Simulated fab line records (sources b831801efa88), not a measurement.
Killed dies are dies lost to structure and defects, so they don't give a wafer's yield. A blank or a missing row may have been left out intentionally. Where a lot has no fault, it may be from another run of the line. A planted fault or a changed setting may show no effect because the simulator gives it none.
Problem report in the 8D (eight disciplines) form, filled by code | flow sky130 | the parts of the form that need people (team, actions taken, sign-off) are left out

== 1. PROBLEM STATEMENT ==
Mean of rf fwd power W at SKY_LOCAL_INTERCONNECT_ETCH_13: 576.5 W across 3 wafers in 2 lots; on wafers with no fault it is 495.4 W (standard deviation 2.5). Measured from the usual mean, that is +32 standard deviations.
The step: etches BARC in N2/H2, stops on SiO2, time 45.9 s, target depth 60 nm.
Earliest sighting: wafer L449.2 on rie metal-04 at day 35 08:41. Wafers with a number at this step in the record: 18, from 6 lots. By rule, "out" or "out of limits" means more than 4 standard deviations away from the usual mean. All remaining wafers that have a number are taken as sound.

== 2. WHAT IT IS; WHAT IT IS NOT ==
question                    | is                     | is not
which readings at this step | rf fwd power W         | drypump motor current A, oes product au, throttle valve pct
which lots                  | L449, L450             | L438, L441, L454, L455
which wafers of those lots  | L449.2, L450.1, L450.6 | L449.3, L449.6, L450.5
read on which tools         | rie metal-04           | rie metal-02, rie metal-03
when                        | from day 35 08:41      | up to then (8 sound wafers); but 7 sound wafers of L450, L454, L455 came after

== 3. THE SUSPECTS, EACH WITH WHAT RULES IT OUT ==
Counting: a tool at a process step up to the reading stays a suspect if it ran every lot that is out. Sound lots after the first of them don't rule it out here, since some wafers of a struck lot are sound.
- rie metal-04 at SKY_LOCAL_INTERCONNECT_ETCH_13 (etches BARC in N2/H2, stops on SiO2, time 45.9 s, target depth 60 nm): kept. It ran every lot that is out, first L449 (day 35 08:41); its last sound lot up to then is L438 (day 31 18:21). Its own readings are out on those wafers: rf fwd power W.
- Within rie metal-04 at SKY_LOCAL_INTERCONNECT_ETCH_13: the wafers that are out ran in chamber 1; their sound lot-mates ran in chamber 0.
The count leaves rie metal-04 at SKY_LOCAL_INTERCONNECT_ETCH_13.

== 4. THE CAUSE (what the simulator had put in) ==
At SKY_LOCAL_INTERCONNECT_ETCH_13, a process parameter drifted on rie metal-04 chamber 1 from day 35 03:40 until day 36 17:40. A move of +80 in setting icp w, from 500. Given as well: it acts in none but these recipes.
Only this tool survived the counting.

== 5. SEQUENCE OF EFFECTS, ordered by route ==
Each row: a reading where the mean over the struck wafers with a number is more than 3 standard deviations away from the usual. Readings are gone through only where the record gives a usual standard deviation; hours: the median, over the lots, of the time from a lot's start at the first step in this table giving one to that lot's start at this step; sigmas: the change measured in usual standard deviations.
hours | step                           | reading        | usual   | on struck wafers | change | sigmas
0     | SKY_LOCAL_INTERCONNECT_ETCH_13 | rf fwd power W | 495.4 W | 576.5            | +81.1  | +32
The process steps in it:
- SKY_LOCAL_INTERCONNECT_ETCH_13: etches BARC in N2/H2, stops on SiO2, time 45.9 s, target depth 60 nm.

== 6. HOW IT WOULD HAVE BEEN CAUGHT EARLIER ==
5 hours passed between the start of the fault at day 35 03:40 and the first reading out of limits in this record, taken at day 35 08:41.
